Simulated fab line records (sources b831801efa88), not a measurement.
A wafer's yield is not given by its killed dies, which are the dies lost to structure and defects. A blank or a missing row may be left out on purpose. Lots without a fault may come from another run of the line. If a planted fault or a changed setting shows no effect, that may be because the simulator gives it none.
Problem report in the 8D (eight disciplines) form, filled by code / flow gf180mcu / the parts of the form that need people (team, actions taken, sign-off) are left out

## 1. WHAT IS WRONG
PSD_TW at GF_PSD_TW_MEAS_11 reads a mean of 3074 on 4 wafers of 3 lots; wafers without a fault read 3209 with a standard deviation of 21. That is -6.5 standard deviations from the usual mean.
First observed at day 20 05:42: wafer L550.2, on film_metro-04. At this step, 35 wafers from 12 lots have a number in the record. Rule for "out", or "out of limits": more than 4 standard deviations from the usual mean. Any other wafer with a number is counted as sound.

## 2. WHAT IT IS, AND WHAT IT ISN'T
question=which readings at this step | is=PSD_TW | is not=-
question=which lots | is=L550, L551, L552 | is not=L535, L536, L537, L541, L542, L543, L544, L545, L547
question=which wafers of those lots | is=L550.2, L550.3, L551.2, L552.2 | is not=L550.5, L551.4, L551.6, L552.6
question=read on which gauges | is=film_metro-01, film_metro-02, film_metro-04 | is not=-
question=when | is=from day 20 05:42 | is not=up to then (28 sound wafers); but 3 sound wafers of L551, L552 came after

## 3. THE SUSPECTS, EACH WITH WHAT RULES IT OUT
Counting: any tool at a process step up to the reading remains a suspect provided it ran every lot that is out. Sound lots after the first of them don't rule it out here, since some wafers of a struck lot are sound.
- the gauge at GF_PSD_TW_MEAS_11 is ruled out. Those wafers that are out were read across 3 gauges (film_metro-01, film_metro-02, film_metro-04).
- implanter-01 at GF_PSD_IMPLANT_09: kept. Ran every lot that is out, first one L550 (day 20 05:28); last sound lot up to then L545 (day 18 21:29).
After counting, what remains is implanter-01 at GF_PSD_IMPLANT_09.

## 4. THE CAUSE (what the simulator had put in)
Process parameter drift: implanter-01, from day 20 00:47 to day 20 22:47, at GF_PSD_IMPLANT_09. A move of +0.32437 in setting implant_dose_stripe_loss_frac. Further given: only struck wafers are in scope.
Only this tool survived the counting.

## 5. SEQUENCE OF EFFECTS, ordered by route
Each row: a reading whose mean over the struck wafers that have a number lies more than 3 standard deviations from the usual. Scope: only readings with a usual standard deviation given in the record; hours: median across lots of the time from each lot's start at the first step in this table that gives one to its start at this step; sigmas: change in usual standard deviations.
hours=0; step=GF_PSD_STRIP_10; reading=oes_product_au; usual=0.592 a.u.; on struck wafers=0.606; change=+0.014; sigmas=+3.2
hours=0; step=GF_PSD_STRIP_10; reading=strip_time_to_endpoint_s; usual=16.54 s; on struck wafers=15.90; change=-0.64; sigmas=-17
hours=0; step=GF_PSD_TW_MEAS_11; reading=PSD_TW; usual=3209; on struck wafers=3074; change=-136; sigmas=-6.5
hours=0; step=GF_PSD_RS_MEAS_15; reading=PSD_RS; usual=108.54 ohm/sq; on struck wafers=118.94; change=+10.40; sigmas=+37
Its process steps:
- GF_PSD_STRIP_10: strips in O2/N2.
Later steps that measure or inspect, where all struck wafers having a row at the step show a number for every such reading and not one has moved that far: GF_V1_THK_MEAS_03.

## 6. WHAT WOULD HAVE CAUGHT IT SOONER
5 hours passed between the start of the fault at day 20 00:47 and the first reading out of limits at a measuring or inspecting step in this record, taken at day 20 05:42.
Lots out: 3; of these, L551, L552 started GF_PSD_IMPLANT_09 on implanter-01 after day 20 05:42. A hold on the tool at that time would have spared those 2.
